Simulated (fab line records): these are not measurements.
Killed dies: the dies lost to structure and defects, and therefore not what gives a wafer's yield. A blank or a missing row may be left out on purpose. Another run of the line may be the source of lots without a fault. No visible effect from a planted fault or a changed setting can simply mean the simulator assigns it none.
Which tool did it? / flow gf180mcu / route of 602 steps, sampled at 1 step: 14 lots, 42 wafers

== WHAT THE GAUGES READ, wafer by wafer ==
GF_MVSD_TW_MEAS_11.
lot=L932; measured=day 4 13:05; on=film-metro-03; MVSD_TW=1588 1592 1587
lot=L933; measured=day 4 17:49; on=film-metro-01; MVSD_TW=1582 1587 1593
lot=L934; measured=day 4 23:35; on=film-metro-01; MVSD_TW=1586 1588 1585
lot=L937; measured=day 5 16:11; on=film-metro-01; MVSD_TW=1600 1602 1593
lot=L938; measured=day 5 20:10; on=film-metro-04; MVSD_TW=1576 1578 1579
lot=L939; measured=day 6 02:56; on=film-metro-04; MVSD_TW=1587 1583 1588
lot=L942; measured=day 6 19:04; on=film-metro-04; MVSD_TW=1584 1579 1584
lot=L945; measured=day 7 12:54; on=film-metro-01; MVSD_TW=1579 1577 1567
lot=L948; measured=day 8 05:36; on=film-metro-01; MVSD_TW=1581 1584 1591
lot=L949; measured=day 8 11:40; on=film-metro-04; MVSD_TW=1584 1577 1580
lot=L950; measured=day 8 18:05; on=film-metro-04; MVSD_TW=1573 1570 1570
lot=L951; measured=day 9 00:17; on=film-metro-04; MVSD_TW=1572 1575 1568
lot=L952; measured=day 9 05:20; on=film-metro-01; MVSD_TW=1578 1571 1577
lot=L954; measured=day 9 17:49; on=film-metro-01; MVSD_TW=1578 1579 1581

== WHAT TOOL EACH LOT RAN ON (gives the tool, then ch and the chambers of the sampled wafers, and finally the start) ==
Before these readings, the record contains no process step.

== AS READ BY THE TOOLS THEMSELVES (means over the sampled wafers that have a number; for cases with no such wafer, the mark the record gives instead) ==
The record holds no such reading with a usual standard deviation.

== THE ANSWER, worked out from the rows above alone ==
Rule: the lots themselves supply what counts as usual. Put in order of their means at a reading, lots are off if they are a third of the lots or fewer, leave a main group of 4 or more, and stand apart from it by a gap of 3 or more times the standard deviation of the main group's means; of several such gaps the widest counts. If all means in a main group match to the digits the tables above print for the reading, that group is not used. A lot without any number at a reading at which 4 lots or more have one is off too. All remaining lots with rows at the step are treated as sound. After the gauges, taken in route order, come the tools' own readings; for these a lot's mean is taken, as printed above. The first step at which some lot is off is used, and at that step the reading that is off furthest; a lot without a number counts as furthest.
No lot is off on any of the readings shown, so nothing can be concluded from this.

== WHAT THE SIMULATOR PUT IN ==
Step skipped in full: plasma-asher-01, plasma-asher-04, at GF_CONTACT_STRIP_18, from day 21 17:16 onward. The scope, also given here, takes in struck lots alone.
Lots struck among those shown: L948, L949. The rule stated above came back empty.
